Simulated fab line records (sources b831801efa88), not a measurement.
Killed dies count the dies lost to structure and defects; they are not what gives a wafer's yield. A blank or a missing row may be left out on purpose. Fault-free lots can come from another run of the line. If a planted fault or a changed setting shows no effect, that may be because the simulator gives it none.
What tool caused it? :: flow gf180mcu :: Sampling: 13 lots, 39 wafers, 5 of 602 route steps

## WHAT THE GAUGES READ, wafer by wafer
GF_POLY_GATE_THK_MEAS_01. Usual: for POLY_GATE_CVD_00_THK the level is 200.4 nm and the standard deviation is 2.
lot: L378
measured: day 8 11:46
on: filmMetro-02
POLY_GATE_CVD_00_THK (nm): 198.1 199.6 199.7
flag: 

lot: L379
measured: day 8 19:51
on: filmMetro-02
POLY_GATE_CVD_00_THK (nm): 200.4 202.0 201.5
flag: 

lot: L381
measured: day 9 08:05
on: filmMetro-01
POLY_GATE_CVD_00_THK (nm): 198.9 198.7 199.0
flag: 

lot: L383
measured: day 9 23:53
on: filmMetro-02
POLY_GATE_CVD_00_THK (nm): 202.3 202.3 199.4
flag: 

lot: L384
measured: day 10 03:55
on: filmMetro-04
POLY_GATE_CVD_00_THK (nm): 200.3 199.8 199.0
flag: 

lot: L385
measured: day 10 12:35
on: filmMetro-01
POLY_GATE_CVD_00_THK (nm): 198.6 199.1 201.3
flag: 

lot: L386
measured: day 10 19:11
on: filmMetro-01
POLY_GATE_CVD_00_THK (nm): 199.0 199.4 199.5
flag: 

lot: L387
measured: day 11 04:53
on: filmMetro-04
POLY_GATE_CVD_00_THK (nm): 197.1 198.1 197.5
flag: 

lot: L388
measured: day 11 10:00
on: filmMetro-02
POLY_GATE_CVD_00_THK (nm): 199.5 199.5 200.5
flag: 

lot: L397
measured: day 14 00:35
on: filmMetro-04
POLY_GATE_CVD_00_THK (nm): 201.0 199.6 200.7
flag: 

lot: L398
measured: day 14 04:32
on: filmMetro-01
POLY_GATE_CVD_00_THK (nm): 198.8 199.5 198.3
flag: 

lot: L400
measured: day 14 23:05
on: filmMetro-01
POLY_GATE_CVD_00_THK (nm): 203.7 204.7 205.2
flag: 

lot: L401
measured: day 15 09:04
on: filmMetro-01
POLY_GATE_CVD_00_THK (nm): 200.1 199.3 198.5
flag: 

GF_HV_LDD_CD_MEAS_07 targets a cd of 400 nm. Usual: 399.5 nm for cdNm, sd 2.2.
lot: L378
measured: day 9 23:27
on: cdSem-01
cdNm (nm): 394.1 395.0 396.7
flag: 

lot: L379
measured: day 10 08:26
on: cdSem-02
cdNm (nm): 395.3 395.6 397.5
flag: 

lot: L381
measured: day 10 21:25
on: cdSem-01
cdNm (nm): 400.3 398.2 399.1
flag: 

lot: L383
measured: day 11 14:14
on: cdSem-01
cdNm (nm): 398.3 397.4 400.2
flag: 

lot: L384
measured: day 11 17:59
on: cdSem-01
cdNm (nm): 403.5 404.9 403.6
flag: 

lot: L385
measured: day 12 04:29
on: cdSem-02
cdNm (nm): 397.7 397.4 398.2
flag: 

lot: L386
measured: day 12 11:17
on: cdSem-02
cdNm (nm): 397.5 400.8 398.5
flag: 

lot: L387
measured: day 12 20:35
on: cdSem-01
cdNm (nm): 399.5 396.8 398.7
flag: 

lot: L388
measured: day 13 02:07
on: cdSem-02
cdNm (nm): 402.1 403.0 399.7
flag: 

lot: L397
measured: day 15 21:50
on: cdSem-01
cdNm (nm): 397.3 398.5 400.5
flag: 

lot: L398
measured: day 16 01:26
on: cdSem-01
cdNm (nm): 399.5 402.6 402.0
flag: 

lot: L400
measured: day 16 21:05
on: cdSem-01
cdNm (nm): 402.0 397.5 401.3
flag: 

lot: L401
measured: day 17 07:50
on: cdSem-01
cdNm (nm): 397.3 399.4 397.9
flag: 

GF_NSD_OVL_MEAS_08. Usual: for NSD_OVL the level is -0.9 nm and the standard deviation is 1.2.
lot: L378
measured: day 13 05:07
on: overlay-01
NSD_OVL (nm): -1.3 0.0 -0.1
flag: 

lot: L379
measured: day 13 16:55
on: overlay-01
NSD_OVL (nm): -0.7 -2.8 -1.5
flag: 

lot: L381
measured: day 14 07:19
on: overlay-02
NSD_OVL (nm): 1.7 1.3 0.8
flag: 

lot: L383
measured: day 15 04:13
on: overlay-02
NSD_OVL (nm): 2.4 1.2 -0.4
flag: 

lot: L384
measured: day 15 07:58
on: overlay-02
NSD_OVL (nm): -1.2 -0.3 -0.6
flag: 

lot: L385
measured: day 15 20:07
on: overlay-01
NSD_OVL (nm): -1.2 -0.9 0.4
flag: 

lot: L386
measured: day 16 02:58
on: overlay-02
NSD_OVL (nm): 0.6 -0.7 0.5
flag: 

lot: L387
measured: day 16 14:31
on: overlay-02
NSD_OVL (nm): -1.5 -0.2 -2.0
flag: 

lot: L388
measured: day 16 20:25
on: overlay-01
NSD_OVL (nm): -3.3 -0.5 -1.4
flag: 

lot: L397
measured: day 19 23:10
on: overlay-01
NSD_OVL (nm): -2.9 -3.4 -4.0
flag: 

lot: L398
measured: day 20 03:16
on: overlay-02
NSD_OVL (nm): -1.7 -1.9 -2.3
flag: 

lot: L400
measured: day 21 00:52
on: overlay-02
NSD_OVL (nm): -0.7 0.8 0.3
flag: 

lot: L401
measured: day 21 11:12
on: overlay-02
NSD_OVL (nm): -1.5 -1.2 -2.7
flag: 

## TOOL THAT RAN EACH LOT (tool first, then ch and the chambers of the sampled wafers, then the start)
lot: L378
GF_HV_LDD_COAT_41: lithoTrack-04 ch 0, day 11 21:29
GF_HV_LDD_STRIP_49: plasmaAsher-03 ch 0,1, day 12 07:26

lot: L379
GF_HV_LDD_COAT_41: lithoTrack-02 ch 0, day 12 08:53
GF_HV_LDD_STRIP_49: plasmaAsher-03 ch 0,1, day 12 18:57

lot: L381
GF_HV_LDD_COAT_41: lithoTrack-02 ch 0, day 12 21:01
GF_HV_LDD_STRIP_49: plasmaAsher-02 ch 1, day 13 07:30

lot: L383
GF_HV_LDD_COAT_41: lithoTrack-02 ch 0, day 13 15:53
GF_HV_LDD_STRIP_49: plasmaAsher-03 ch 0,1, day 14 02:38

lot: L384
GF_HV_LDD_COAT_41: lithoTrack-03 ch 0, day 13 20:05
GF_HV_LDD_STRIP_49: plasmaAsher-01 ch 0,1, day 14 07:20

lot: L385
GF_HV_LDD_COAT_41: lithoTrack-03 ch 0, day 14 08:35
GF_HV_LDD_STRIP_49: plasmaAsher-02 ch 0,1, day 14 19:17

lot: L386
GF_HV_LDD_COAT_41: lithoTrack-03 ch 0, day 14 14:26
GF_HV_LDD_STRIP_49: plasmaAsher-01 ch 0,1, day 15 01:00

lot: L387
GF_HV_LDD_COAT_41: lithoTrack-03 ch 0, day 15 00:59
GF_HV_LDD_STRIP_49: plasmaAsher-02 ch 0, day 15 12:20

lot: L388
GF_HV_LDD_COAT_41: lithoTrack-02 ch 0, day 15 07:28
GF_HV_LDD_STRIP_49: plasmaAsher-03 ch 0,1, day 15 18:33

lot: L397
GF_HV_LDD_COAT_41: lithoTrack-03 ch 0, day 18 07:47
GF_HV_LDD_STRIP_49: plasmaAsher-03 ch 0,1, day 18 20:14

lot: L398
GF_HV_LDD_COAT_41: lithoTrack-02 ch 0, day 18 12:44
GF_HV_LDD_STRIP_49: plasmaAsher-01 ch 0,1, day 19 01:03

lot: L400
GF_HV_LDD_COAT_41: lithoTrack-04 ch 0, day 19 08:56
GF_HV_LDD_STRIP_49: plasmaAsher-01 ch 0,1, day 19 21:47

lot: L401
GF_HV_LDD_COAT_41: lithoTrack-04 ch 0, day 19 20:20
GF_HV_LDD_STRIP_49: plasmaAsher-03 ch 0,1, day 20 08:24
- GF_HV_LDD_COAT_41: resist thk 1000 nm.
- GF_HV_LDD_STRIP_49: strips in O2/N2.

## WHAT THE TOOLS THEMSELVES READ (means of the sampled wafers that have a number; where no wafer has one, the mark that the record gives instead)
GF_HV_LDD_COAT_41. Usual: 3000.1 rpm for spinSpeedRpm, sd 2.1.
lot: L378
tool: lithoTrack-04
spinSpeedRpm (rpm): 2999.9
flag: 

lot: L379
tool: lithoTrack-02
spinSpeedRpm (rpm): 2999.7
flag: 

lot: L381
tool: lithoTrack-02
spinSpeedRpm (rpm): 3002.7
flag: 

lot: L383
tool: lithoTrack-02
spinSpeedRpm (rpm): 2998.0
flag: 

lot: L384
tool: lithoTrack-03
spinSpeedRpm (rpm): 3000.5
flag: 

lot: L385
tool: lithoTrack-03
spinSpeedRpm (rpm): 2999.3
flag: 

lot: L386
tool: lithoTrack-03
spinSpeedRpm (rpm): 2999.0
flag: 

lot: L387
tool: lithoTrack-03
spinSpeedRpm (rpm): 2998.9
flag: 

lot: L388
tool: lithoTrack-02
spinSpeedRpm (rpm): 2998.9
flag: 

lot: L397
tool: lithoTrack-03
spinSpeedRpm (rpm): 2999.0
flag: 

lot: L398
tool: lithoTrack-02
spinSpeedRpm (rpm): 3001.3
flag: 

lot: L400
tool: lithoTrack-04
spinSpeedRpm (rpm): 2997.5
flag: 

lot: L401
tool: lithoTrack-04
spinSpeedRpm (rpm): 3002.6
flag: 

GF_HV_LDD_STRIP_49. Usual: drypumpMotorCurrentA 5.8 A, standard deviation 0.5; heaterPowerW 323 W, standard deviation 62; oesProductAu 0.716 a.u., standard deviation 0.0043; stripTimeToEndpointS 12.63 s, standard deviation 0.044.
lot: L378
tool: plasmaAsher-03
drypumpMotorCurrentA (A): 6.4
heaterPowerW (W): 328
oesProductAu (a.u.): 0.716
stripTimeToEndpointS (s): 12.58
flag: 

lot: L379
tool: plasmaAsher-03
drypumpMotorCurrentA (A): 6.4
heaterPowerW (W): 286
oesProductAu (a.u.): 0.716
stripTimeToEndpointS (s): 12.68
flag: 

lot: L381
tool: plasmaAsher-02
drypumpMotorCurrentA (A): 5.9
heaterPowerW (W): 276
oesProductAu (a.u.): 0.717
stripTimeToEndpointS (s): 12.62
flag: 

lot: L383
tool: plasmaAsher-03
drypumpMotorCurrentA (A): 6.3
heaterPowerW (W): 289
oesProductAu (a.u.): 0.715
stripTimeToEndpointS (s): 12.66
flag: 

lot: L384
tool: plasmaAsher-01
drypumpMotorCurrentA (A): 5.3
heaterPowerW (W): 303
oesProductAu (a.u.): 0.718
stripTimeToEndpointS (s): 12.57
flag: 

lot: L385
tool: plasmaAsher-02
drypumpMotorCurrentA (A): 5.7
heaterPowerW (W): 322
oesProductAu (a.u.): 0.720
stripTimeToEndpointS (s): 12.66
flag: 

lot: L386
tool: plasmaAsher-01
drypumpMotorCurrentA (A): 5.2
heaterPowerW (W): 328
oesProductAu (a.u.): 0.716
stripTimeToEndpointS (s): 13.15
flag: OFF

lot: L387
tool: plasmaAsher-02
drypumpMotorCurrentA (A): 5.3
heaterPowerW (W): 418
oesProductAu (a.u.): 0.717
stripTimeToEndpointS (s): 13.10
flag: OFF

lot: L388
tool: plasmaAsher-03
drypumpMotorCurrentA (A): 6.4
heaterPowerW (W): 325
oesProductAu (a.u.): 0.714
stripTimeToEndpointS (s): 12.62
flag: 

lot: L397
tool: plasmaAsher-03
drypumpMotorCurrentA (A): 6.4
heaterPowerW (W): 326
oesProductAu (a.u.): 0.719
stripTimeToEndpointS (s): 12.66
flag: 

lot: L398
tool: plasmaAsher-01
drypumpMotorCurrentA (A): 5.3
heaterPowerW (W): 309
oesProductAu (a.u.): 0.715
stripTimeToEndpointS (s): 12.61
flag: 

lot: L400
tool: plasmaAsher-01
drypumpMotorCurrentA (A): 5.4
heaterPowerW (W): 307
oesProductAu (a.u.): 0.714
stripTimeToEndpointS (s): 12.60
flag: 

lot: L401
tool: plasmaAsher-03
drypumpMotorCurrentA (A): 6.3
heaterPowerW (W): 288
oesProductAu (a.u.): 0.717
stripTimeToEndpointS (s): 12.63
flag: 

## THE ANSWER, worked out from the rows above alone
Rule: a lot counts as off when the mean over its wafers that have a number is more than 3 standard deviations away from the usual mean. Also off: a lot with no number at a reading for which 4 or more lots have one. Any other lot the step has rows for is counted as sound. The gauges are gone through in route order, then the tools' own readings, and for those a lot's mean is taken as printed above. At the first step where some lot is off, the reading lying furthest off is the one used; lots without a number count as furthest.
Off at GF_HV_LDD_STRIP_49 (stripTimeToEndpointS): L386, L387.
A tool fits if, at that step or a process step before it, it ran every lot that is off, and no sound lot after the first of them. Not one of the candidates tried fits.

## WHAT THE SIMULATOR PUT IN
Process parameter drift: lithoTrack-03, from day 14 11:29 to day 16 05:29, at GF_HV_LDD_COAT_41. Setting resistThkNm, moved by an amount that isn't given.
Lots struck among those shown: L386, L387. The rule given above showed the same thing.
